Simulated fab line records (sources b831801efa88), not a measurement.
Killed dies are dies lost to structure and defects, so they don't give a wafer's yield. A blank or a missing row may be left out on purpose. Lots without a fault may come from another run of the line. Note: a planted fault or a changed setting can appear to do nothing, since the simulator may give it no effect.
fab line records	flow gf180mcu
record lots=5	wafers=15	lastDay=34
route steps=602 shown M4@469 V4@476
lots that met no fault: taken from a fault-free run of the same line
startH: start of the lot's first displayed wafer, in hours after the record's first day	waitH: how many hours have passed since the lot's step before this one	" same as the row above	L1.1+2: a row that stands for several wafers	- no value, or no start was given	* or withheld: withheld	< > ~ a bound
route shown NAME@n: NAME is a module with steps in the file, n the number in the route of the first one	usual: average and standard deviation across the fault-free wafers	same: alike in all rows	chamber/n: place in a boat	sites: each site's reading	_std_site: standard deviation across them	_edge_site: outer sites' mean less inner sites'	radiusMm: how far each site lies from the wafer's centre	mask NAME#n: copy n	behind: the tool/chamber that last shaped the wafer	hold: why the lot was held/for how many hours/how that ended	device: the n, p or np transistor that did not switch	end of line: the tests these same wafers got at the end of their route	a step without rows: its recipe alone	killed: dies lost to structure and defects at the first sort, not the wafer's yield	map: a wafer's dies, x killed, . not, _ none there
set.NAME: the setting as run; set.NAME@STEP: as run at that earlier step	model.NAME: the simulator's own value behind a step, which no gauge read
lots at some steps of the route; a table a step, a row a wafer
services: when a tool's chamber went out of use (startH, in hours from the record's first day, below 0 if earlier), for how many hours, and the reason
## steps
# step GF_M4_DEVELOP_13
# recipe developTimeS=60	devTempC=21
# usual exhaustPa=45.1/0.87
lot.wafer	tool	chamber	startH	waitH	exhaustPa
L079.1	lithoTrack-03	0	577.25	0.2	43.7
L079.2	"	0	"	"	44.8
L079.3	"	0	"	"	44.7
L080.1	lithoTrack-03	0	591.85	0.2	44.9
L080.3	"	0	"	"	43.9
L080.4	"	0	"	"	44.2
L089.1	lithoTrack-04	0	656.80	0.2	46.1
L089.2	"	0	"	"	43.9
L089.6	"	0	"	"	45.1
L093.2	lithoTrack-01	0	682.96	0.2	44.2
L093.4	"	0	"	"	45.2
L093.5	"	0	"	"	43.2
L095.3	lithoTrack-01	0	697.63	0.1	44.5
L095.5	"	0	"	"	44.7
L095.6	"	0	"	"	45.0
# step GF_M4_CD_MEAS_14
# recipe targetCdNm=280
# usual cdNm=280.3/1
lot.wafer	tool	chamber	startH	waitH	cdNm
L079.1	cdSem-02	-	577.47	0.2	283.5
L079.2	"	-	"	"	282.6
L079.3	"	-	"	"	282.5
L080.1	cdSem-02	-	592.00	0.1	280.3
L080.3	"	-	"	"	280.6
L080.4	"	-	"	"	280.9
L089.1	cdSem-01	-	656.95	0.1	280.6
L089.2	"	-	"	"	279.4
L089.6	"	-	"	"	280.6
L093.2	cdSem-01	-	683.19	0.2	282.1
L093.4	"	-	"	"	281.5
L093.5	"	-	"	"	280.2
L095.3	cdSem-02	-	697.77	0.1	279.4
L095.5	"	-	"	"	280.0
L095.6	"	-	"	"	279.1
# step GF_M4_OVL_MEAS_15
# usual M4_OVL=0/5.1
lot.wafer	tool	chamber	startH	waitH	M4_OVL[nm]
L079.1	overlay-02	-	577.59	0.1	12
L079.2	"	-	"	"	-3
L079.3	"	-	"	"	8
L080.1	overlay-02	-	592.12	0.1	-6
L080.3	"	-	"	"	3
L080.4	"	-	"	"	-8
L089.1	overlay-01	-	657.07	0.1	4
L089.2	"	-	"	"	1
L089.6	"	-	"	"	4
L093.2	overlay-01	-	683.29	0.1	4
L093.4	"	-	"	"	1
L093.5	"	-	"	"	-13
L095.3	overlay-02	-	697.87	0.1	-2
L095.5	"	-	"	"	-1
L095.6	"	-	"	"	-4
# step GF_M4_METAL_ETCH_16
# recipe chemistry=Cl2/BCl3	maskMaterial=KrF	targetDepthNm=750.8	stopOn=SiO2	pressureMtorr=8	icpW=800	biasW=140	Cl2_flow_sccm=80	bcl3FlowSccm=40	timeS=125.1
# usual drypumpMotorCurrentA=5.9/0.64	oesProductAu=0.987/0.0093	throttleValvePct=28.233/0.013
lot.wafer	tool	chamber	startH	waitH	drypumpMotorCurrentA	oesProductAu	rfHoursCounterH	throttleValvePct
L079.1	rieMetal-03	1	577.62	0.0	4.8	0.990	12	28.232
L079.2	"	0	"	"	6.4	0.988	7	28.236
L079.3	"	0	"	"	6.4	0.991	-	28.236
L080.1	rieMetal-02	1	592.16	0.0	6.4	0.972	0	28.244
L080.3	"	1	"	"	6.4	0.966	-	28.251
L080.4	"	0	"	"	5.8	0.980	-	28.255
L089.1	rieMetal-02	1	657.10	0.0	6.4	0.971	2	28.239
L089.2	"	0	"	"	5.7	0.981	1	28.240
L089.6	"	0	"	"	5.7	0.984	-	28.226
L093.2	rieMetal-04	1	683.32	0.0	5.4	0.986	3	28.228
L093.4	"	0	"	"	6.5	0.997	-	28.239
L093.5	"	0	"	"	6.5	0.994	-	28.227
L095.3	rieMetal-04	1	697.93	0.1	5.4	0.990	-	28.231
L095.5	"	1	"	"	5.3	0.984	-	28.238
L095.6	"	0	"	"	6.5	0.985	-	28.247
# step GF_M4_STRIP_17
# recipe chemistry=O2/N2	powerW=1400	pressureMtorr=1500	platenTempC=250	o2FlowSccm=3000	n2FlowSccm=300	overashFraction=0.5
# usual drypumpMotorCurrentA=5.7/0.4	heaterPowerW=336/12	o2FlowSccm=2998/8.6	oesProductAu=0.539/0.0052	stripTimeToEndpointS=7.42/0.061
# same overashFraction=0.5
lot.wafer	tool	chamber	startH	waitH	drypumpMotorCurrentA	heaterPowerW	o2FlowSccm	oesProductAu	rfHoursCounterH	stripTimeToEndpointS
L079.1	plasmaAsher-01	1	577.75	0.1	5.4	337	3015	0.541	94	7.42
L079.2	"	0	"	"	5.5	323	3005	0.542	94	7.39
L079.3	"	1	"	"	5.4	337	3005	0.540	-	7.37
L080.1	plasmaAsher-01	0	592.29	0.1	5.5	324	3018	0.543	95	7.56
L080.3	"	0	"	"	5.5	322	3003	0.544	-	7.53
L080.4	"	1	"	"	5.4	344	3003	0.537	-	7.48
L089.1	plasmaAsher-01	0	657.23	0.1	5.5	331	3004	0.550	102	7.56
L089.2	"	1	"	"	5.4	332	2998	0.539	102	7.45
L089.6	"	0	"	"	5.5	328	2997	0.539	-	7.46
L093.2	plasmaAsher-02	1	683.45	0.1	6.4	344	2991	0.544	92	7.39
L093.4	"	1	"	"	6.4	348	2986	0.541	-	7.37
L093.5	"	1	"	"	6.4	334	2982	0.530	-	7.42
L095.3	plasmaAsher-02	1	698.05	0.1	6.4	344	3001	0.535	-	7.36
L095.5	"	1	"	"	6.4	335	3017	0.538	-	7.44
L095.6	"	0	"	"	5.4	355	3003	0.548	-	7.44
# step GF_M4_STRIP_18
# recipe chemistry=postEtchResidueRemover	timeS=1200	tempC=72.5
# usual bathHeatDutyPct=14.6/1.7
lot.wafer	tool	chamber	startH	waitH	bathHeatDutyPct
L079.1	wetBench-03	2	577.85	0.1	15.0
L079.2	"	2	"	"	15.1
L079.3	"	2	"	"	15.3
L080.1	wetBench-02	3	592.39	0.1	14.1
L080.3	"	3	"	"	15.2
L080.4	"	3	"	"	13.3
L089.1	wetBench-04	3	657.33	0.1	15.4
L089.2	"	3	"	"	15.1
L089.6	"	3	"	"	14.7
L093.2	wetBench-04	2	683.55	0.1	13.4
L093.4	"	2	"	"	12.9
L093.5	"	2	"	"	13.6
L095.3	wetBench-03	0	698.12	0.0	13.6
L095.5	"	0	"	"	14.7
L095.6	"	0	"	"	13.4
# step GF_M4_CLEAN_19
# recipe chemistry=DIW	dry=n2Spin
lot.wafer	tool	chamber	startH	waitH
L079.1+2+3	wetBench-02	0	578.20	0.0
L080.1+3+4	wetBench-04	2	592.73	0.0
L089.1+2+6	wetBench-02	0	657.67	0.0
L093.2+4+5	wetBench-02	2	683.89	0.0
L095.3+5+6	wetBench-04	0	698.49	0.0
# step GF_V4_CVD_00
# recipe material=SiO2	targetThkNm=600	sigmaOpenFrac=0.3	tempC=400	timeS=100	sih4FlowSccm=60	pressureMtorr=6
lot.wafer	tool	chamber	startH	waitH
L079.1+2+3	hdpcvd-02	1,0,2	578.29	0.0
L080.1+3+4	hdpcvd-01	0,2,1	592.82	0.0
L089.1+2+6	hdpcvd-01	1,0,1	657.76	0.0
L093.2+4+5	hdpcvd-02	0,2,0	683.98	0.0
L095.3+5+6	hdpcvd-02	2,2,0	698.58	0.0
# step GF_V4_THK_MEAS_01
# recipe reads=SiO2_of_V4_CVD_00
# usual V4_CVD_00_THK=602/8.8
lot.wafer	tool	chamber	startH	waitH	V4_CVD_00_THK[nm]
L079.1	filmMetro-01	-	578.36	0.0	601
L079.2	"	-	"	"	607
L079.3	"	-	"	"	587
L080.1	filmMetro-03	-	592.89	0.0	599
L080.3	"	-	"	"	596
L080.4	"	-	"	"	608
L089.1	filmMetro-04	-	657.87	0.1	607
L089.2	"	-	"	"	585
L089.6	"	-	"	"	606
L093.2	filmMetro-01	-	684.07	0.0	607
L093.4	"	-	"	"	599
L093.5	"	-	"	"	609
L095.3	filmMetro-03	-	698.68	0.1	591
L095.5	"	-	"	"	597
L095.6	"	-	"	"	601
# step GF_V4_CVD_02
# recipe material=SiO2	targetThkNm=850	precursor=TEOS	tempC=400	timeS=94.851	rfW=600
# usual heaterPowerW=599/79
lot.wafer	tool	chamber	startH	waitH	heaterPowerW
L079.1	pecvd-01	2	578.42	0.1	681
L079.2	"	0	"	"	458
L079.3	"	1	"	"	606
L080.1	pecvd-01	1	592.95	0.1	669
L080.3	"	0	"	"	557
L080.4	"	1	"	"	692
L089.1	pecvd-01	1	657.93	0.1	633
L089.2	"	2	"	"	674
L089.6	"	2	"	"	699
L093.2	pecvd-04	0	684.12	0.0	493
L093.4	"	0	"	"	537
L093.5	"	1	"	"	686
L095.3	pecvd-01	2	698.75	0.1	580
L095.5	"	2	"	"	630
L095.6	"	0	"	"	516
# step GF_V4_THK_MEAS_03
# recipe reads=SiO2_of_V4_CVD_02
# usual V4_CVD_02_THK=843/14
lot.wafer	tool	chamber	startH	waitH	V4_CVD_02_THK[nm]
L079.1	filmMetro-03	-	578.49	0.0	834
L079.2	"	-	"	"	839
L079.3	"	-	"	"	851
L080.1	filmMetro-03	-	593.02	0.0	848
L080.3	"	-	"	"	847
L080.4	"	-	"	"	850
L089.1	filmMetro-01	-	658.00	0.0	825
L089.2	"	-	"	"	818
L089.6	"	-	"	"	829
L093.2	filmMetro-03	-	684.20	0.0	838
L093.4	"	-	"	"	851
L093.5	"	-	"	"	849
L095.3	filmMetro-03	-	698.84	0.1	841
L095.5	"	-	"	"	832
L095.6	"	-	"	"	861
# step GF_V4_CMP_04
# recipe material=SiO2	downForcePsi=4	platenRpm=60	padVelocityMS=0.94248
# usual headPressurePsi=4.000/0.0083	motorCurrentA=12.0/1.3	timeToEndpointS=73/7.1
lot.wafer	tool	chamber	startH	waitH	headPressurePsi	motorCurrentA	timeToEndpointS
L079.2	cmp-01	3	578.55	0.0	4.014	14.3	76
L079.1	"	1	"	"	4.004	12.3	73
L079.3	"	2	"	"	4.013	14.2	83
L080.3	cmp-02	0	593.08	0.0	3.997	10.6	71
L080.4	"	1	"	"	4.006	12.3	73
L080.1	"	3	"	"	4.018	12.4	68
L089.1	cmp-02	2	658.11	0.1	3.994	10.8	65
L089.2	"	3	"	"	4.012	11.7	60
L089.6	"	2	"	"	4.016	10.2	69
L093.4	cmp-01	3	684.25	0.0	4.004	15.0	82
L093.2	"	1	"	"	4.011	12.4	75
L093.5	"	3	"	"	3.986	14.4	80
L095.3	cmp-02	0	699.03	0.2	3.987	11.0	71
L095.5	"	1	"	"	3.998	12.1	73
L095.6	"	2	"	"	3.995	10.5	78
# step GF_V4_BOW_MEAS_05
# recipe mode=bow
# usual V4_BOW=136/7.6
lot.wafer	tool	chamber	startH	waitH	V4_BOW[um]
L079.1	filmMetro-04	-	578.85	0.1	133
L079.2	"	-	"	"	133
L079.3	"	-	"	"	139
L080.1	filmMetro-03	-	593.38	0.1	137
L080.3	"	-	"	"	136
L080.4	"	-	"	"	139
L089.1	filmMetro-03	-	658.36	0.2	134
L089.2	"	-	"	"	135
L089.6	"	-	"	"	131
L093.2	filmMetro-04	-	684.57	0.2	131
L093.4	"	-	"	"	137
L093.5	"	-	"	"	130
L095.3	filmMetro-04	-	699.22	0.1	123
L095.5	"	-	"	"	114
L095.6	"	-	"	"	119
# step GF_V4_DEHYDRATE_06
# recipe tempC=200	timeS=60
# usual exhaustPa=44.9/0.92	heaterPowerTotalW=160.38/0.13
lot.wafer	tool	chamber	startH	waitH	exhaustPa	heaterPowerTotalW
L079.1	lithoTrack-03	0	589.05	10.2	46.1	160.25
L079.2	"	0	"	"	46.4	160.32
L079.3	"	0	"	"	46.0	160.53
L080.1	lithoTrack-04	0	603.50	10.1	44.9	160.37
L080.3	"	0	"	"	44.3	160.30
L080.4	"	0	"	"	43.9	160.52
L089.1	lithoTrack-03	0	667.65	9.3	43.7	160.27
L089.2	"	0	"	"	43.0	160.23
L089.6	"	0	"	"	44.8	160.42
L093.2	lithoTrack-02	0	693.22	8.6	44.2	160.25
L093.4	"	0	"	"	45.5	160.43
L093.5	"	0	"	"	44.2	160.48
L095.3	lithoTrack-04	0	708.25	9.0	45.4	160.44
L095.5	"	0	"	"	45.5	160.50
L095.6	"	0	"	"	45.2	160.20
# step GF_V4_HMDS_07
# recipe primeTimeS=60	primeTempC=120
# usual exhaustPa=44.9/0.83	primeTempC=120.03/0.13
lot.wafer	tool	chamber	startH	waitH	exhaustPa	primeTempC
L079.1	lithoTrack-03	0	589.20	0.1	44.6	119.84
L079.2	"	0	"	"	45.0	119.98
L079.3	"	0	"	"	44.1	120.05
L080.1	lithoTrack-04	0	603.65	0.1	45.4	120.07
L080.3	"	0	"	"	44.9	119.97
L080.4	"	0	"	"	45.5	119.77
L089.1	lithoTrack-03	0	667.80	0.1	45.5	119.97
L089.2	"	0	"	"	44.6	120.20
L089.6	"	0	"	"	43.0	120.13
L093.2	lithoTrack-02	0	693.37	0.1	44.1	119.95
L093.4	"	0	"	"	44.2	120.04
L093.5	"	0	"	"	45.2	119.97
L095.3	lithoTrack-04	0	708.40	0.1	45.4	120.11
L095.5	"	0	"	"	45.0	120.03
L095.6	"	0	"	"	43.4	120.15
# step GF_V4_COAT_08
# recipe resist=BARC	tempC=withheld	timeS=withheld	spinRpm=withheld	resistThkNm=withheld
# usual exhaustPa=45.2/0.86
lot.wafer	tool	chamber	startH	waitH	exhaustPa
L079.1	lithoTrack-03	0	589.35	0.1	45.3
L079.2	"	0	"	"	45.2
L079.3	"	0	"	"	45.9
L080.1	lithoTrack-04	0	603.80	0.1	46.5
L080.3	"	0	"	"	45.4
L080.4	"	0	"	"	45.5
L089.1	lithoTrack-03	0	667.95	0.1	46.5
L089.2	"	0	"	"	45.3
L089.6	"	0	"	"	46.0
L093.2	lithoTrack-02	0	693.52	0.1	45.1
L093.4	"	0	"	"	45.5
L093.5	"	0	"	"	44.2
L095.3	lithoTrack-04	0	708.55	0.1	45.9
L095.5	"	0	"	"	45.1
L095.6	"	0	"	"	44.9
# step GF_V4_COAT_09
# recipe resist=KrF	spinRpm=withheld	resistThkNm=1000
# usual exhaustPa=45.0/0.89
lot.wafer	tool	chamber	startH	waitH	exhaustPa
L079.1	lithoTrack-03	0	-	-	47.0
L079.2	"	0	"	"	46.8
L079.3	"	0	"	"	46.2
L080.1	lithoTrack-04	0	-	-	45.7
L080.3	"	0	"	"	45.0
L080.4	"	0	"	"	45.2
L089.1	lithoTrack-03	0	-	-	44.2
L089.2	"	0	"	"	44.9
L089.6	"	0	"	"	45.8
L093.2	lithoTrack-02	0	-	-	44.0
L093.4	"	0	"	"	45.1
L093.5	"	0	"	"	44.8
L095.3	lithoTrack-04	0	-	-	46.0
L095.5	"	0	"	"	46.1
L095.6	"	0	"	"	45.8
# step GF_V4_SOFTBAKE_10
# recipe tempC=130	timeS=60	resist=KrF
# usual exhaustPa=45.1/0.9	heaterPowerTotalW=93.06/0.055
lot.wafer	tool	chamber	startH	waitH	exhaustPa	heaterPowerTotalW
L079.1	lithoTrack-03	0	-	-	47.2	93.09
L079.2	"	0	"	"	46.0	93.05
L079.3	"	0	"	"	46.2	93.10
L080.1	lithoTrack-04	0	-	-	47.6	93.05
L080.3	"	0	"	"	46.8	93.09
L080.4	"	0	"	"	46.4	93.05
L089.1	lithoTrack-03	0	-	-	44.7	93.06
L089.2	"	0	"	"	46.2	93.07
L089.6	"	0	"	"	45.1	93.00
L093.2	lithoTrack-02	0	-	-	44.3	93.02
L093.4	"	0	"	"	45.5	93.10
L093.5	"	0	"	"	45.5	92.96
L095.3	lithoTrack-04	0	-	-	45.2	93.11
L095.5	"	0	"	"	47.2	93.05
L095.6	"	0	"	"	45.2	93.05
# step GF_V4_EXPOSE_11
# recipe maskId=Via4	targetCdNm=260	na=0.68	sourceShape=conventional	sigmaOuter=0.6	doseMj=38
# same sigmaOuter=0.6
lot.wafer	tool	chamber	startH	waitH	mask
L079.1+2+3	krfScanner-01	0	-	-	Via4#0
L080.1+3+4	krfScanner-01	0	-	-	Via4#0
L089.1+2+6	krfScanner-01	0	-	-	Via4#0
L093.2+4+5	krfScanner-01	0	-	-	Via4#0
L095.3+5+6	krfScanner-01	0	-	-	Via4#0
# step GF_V4_PEB_12
# recipe pebTempC=135	pebTimeS=90	resist=KrF
# usual exhaustPa=44.9/0.91	heaterPowerTotalW=85.69/0.082
lot.wafer	tool	chamber	startH	waitH	exhaustPa	heaterPowerTotalW
L079.1	lithoTrack-03	0	-	-	44.8	85.77
L079.2	"	0	"	"	45.9	85.63
L079.3	"	0	"	"	46.3	85.59
L080.1	lithoTrack-02	0	-	-	44.2	85.67
L080.3	"	0	"	"	45.1	85.69
L080.4	"	0	"	"	44.5	85.64
L089.1	lithoTrack-04	0	-	-	44.1	85.56
L089.2	"	0	"	"	43.2	85.80
L089.6	"	0	"	"	45.2	85.70
L093.2	lithoTrack-04	0	-	-	45.8	85.61
L093.4	"	0	"	"	45.4	85.69
L093.5	"	0	"	"	45.2	85.71
L095.3	lithoTrack-03	0	-	-	45.3	85.81
L095.5	"	0	"	"	46.6	85.58
L095.6	"	0	"	"	46.7	85.70
# step GF_V4_DEVELOP_13
# recipe developTimeS=60	resist=KrF	devTempC=21
# usual exhaustPa=45.0/0.76
lot.wafer	tool	chamber	startH	waitH	exhaustPa
L079.1	lithoTrack-03	0	600.05	0.2	44.5
L079.2	"	0	"	"	43.6
L079.3	"	0	"	"	45.2
L080.1	lithoTrack-02	0	614.00	0.2	44.5
L080.3	"	0	"	"	44.6
L080.4	"	0	"	"	43.7
L089.1	lithoTrack-04	0	677.70	0.2	44.5
L089.2	"	0	"	"	44.9
L089.6	"	0	"	"	44.8
L093.2	lithoTrack-04	0	703.22	0.2	45.0
L093.4	"	0	"	"	46.4
L093.5	"	0	"	"	44.3
L095.3	lithoTrack-03	0	717.40	0.1	44.8
L095.5	"	0	"	"	45.4
L095.6	"	0	"	"	45.0
# step GF_V4_CD_MEAS_14
# recipe targetCdNm=260
# usual cdNm=259.8/1.3
lot.wafer	tool	chamber	startH	waitH	cdNm
L079.1	cdSem-02	-	600.20	0.1	260.1
L079.2	"	-	"	"	260.5
L079.3	"	-	"	"	259.2
L080.1	cdSem-01	-	614.15	0.1	258.7
L080.3	"	-	"	"	259.6
L080.4	"	-	"	"	259.0
L089.1	cdSem-02	-	677.85	0.1	259.9
L089.2	"	-	"	"	260.3
L089.6	"	-	"	"	260.4
L093.2	cdSem-02	-	703.37	0.1	258.6
L093.4	"	-	"	"	257.8
L093.5	"	-	"	"	259.9
L095.3	cdSem-02	-	717.54	0.1	258.3
L095.5	"	-	"	"	257.7
L095.6	"	-	"	"	258.2
# step GF_V4_OVL_MEAS_15
# usual V4_OVL=-8/5.2
lot.wafer	tool	chamber	startH	waitH	V4_OVL[nm]
L079.1	overlay-01	-	600.32	0.1	-4
L079.2	"	-	"	"	-10
L079.3	"	-	"	"	-4
L080.1	overlay-02	-	614.27	0.1	-11
L080.3	"	-	"	"	-14
L080.4	"	-	"	"	-5
L089.1	overlay-02	-	677.97	0.1	-8
L089.2	"	-	"	"	-10
L089.6	"	-	"	"	1
L093.2	overlay-02	-	703.47	0.1	-9
L093.4	"	-	"	"	-5
L093.5	"	-	"	"	-6
L095.3	overlay-01	-	717.63	0.1	-6
L095.5	"	-	"	"	-7
L095.6	"	-	"	"	-3
# step GF_V4_ETCH_16
# recipe chemistry=N2/H2	targetDepthA=withheld	overetchA=withheld	timeS=withheld	target=BARC	ionEnergyEv=200	sourceW=500	biasW=100	pressureMtorr=30	n2FlowSccm=100	h2FlowSccm=200
# usual drypumpMotorCurrentA=5.8/0.39	oesProductAu=0.855/0.005	throttleValvePct=13.225/0.0092
lot.wafer	tool	chamber	startH	waitH	drypumpMotorCurrentA	oesProductAu	throttleValvePct
L079.1	rieDiel-01	2	600.36	0.0	6.5	0.855	13.232
L079.2	"	3	"	"	5.7	0.848	13.224
L079.3	"	1	"	"	5.3	0.853	13.232
L080.1	rieDiel-01	0	614.30	0.0	5.7	0.858	13.217
L080.3	"	1	"	"	5.4	0.856	13.233
L080.4	"	2	"	"	6.6	0.861	13.218
L089.1	rieDiel-02	3	678.00	0.0	5.8	0.855	13.208
L089.2	"	1	"	"	6.1	0.852	13.216
L089.6	"	0	"	"	5.5	0.855	13.235
L093.2	rieDiel-03	2	703.50	0.0	6.1	0.852	13.226
L093.4	"	1	"	"	5.8	0.860	13.224
L093.5	"	2	"	"	6.1	0.848	13.230
L095.3	rieDiel-03	2	717.66	0.0	6.1	0.853	13.226
L095.5	"	2	"	"	6.1	0.851	13.211
L095.6	"	1	"	"	5.8	0.855	13.239
## services
tool	chamber	startH	hours	kind
cmp-02	-	558.10	5.1	repair
rieDiel-01	0	559.79	8.5	repair
krfScanner-01	-	566.70	0.8	pm
pecvd-01	-	567.55	4.1	repair
rieDiel-03	-	568.00	1.3	repair
krfScanner-01	-	569.04	1.3	pm
cmp-02	-	572.03	4.0	pm
krfScanner-01	-	596.88	4.0	pm
krfScanner-01	-	601.65	0.8	pm
rieDiel-01	-	605.81	2.8	pm
rieMetal-02	-	607.36	14.6	pm
krfScanner-01	-	612.58	1.9	repair
rieDiel-01	-	620.52	1.0	repair
cmp-02	-	623.63	3.1	repair
cmp-02	-	640.13	2.8	pm
hdpcvd-02	2	647.07	21.6	repair
hdpcvd-01	2	657.61	3.5	repair
plasmaAsher-01	-	669.82	1.3	repair
rieDiel-01	3	688.78	3.6	repair
cmp-01	-	689.50	1.2	repair
pecvd-01	1	695.73	7.0	repair
cmp-02	-	700.27	7.3	repair
krfScanner-01	-	703.60	2.8	repair
krfScanner-01	-	709.78	1.0	pm
## key
fault none
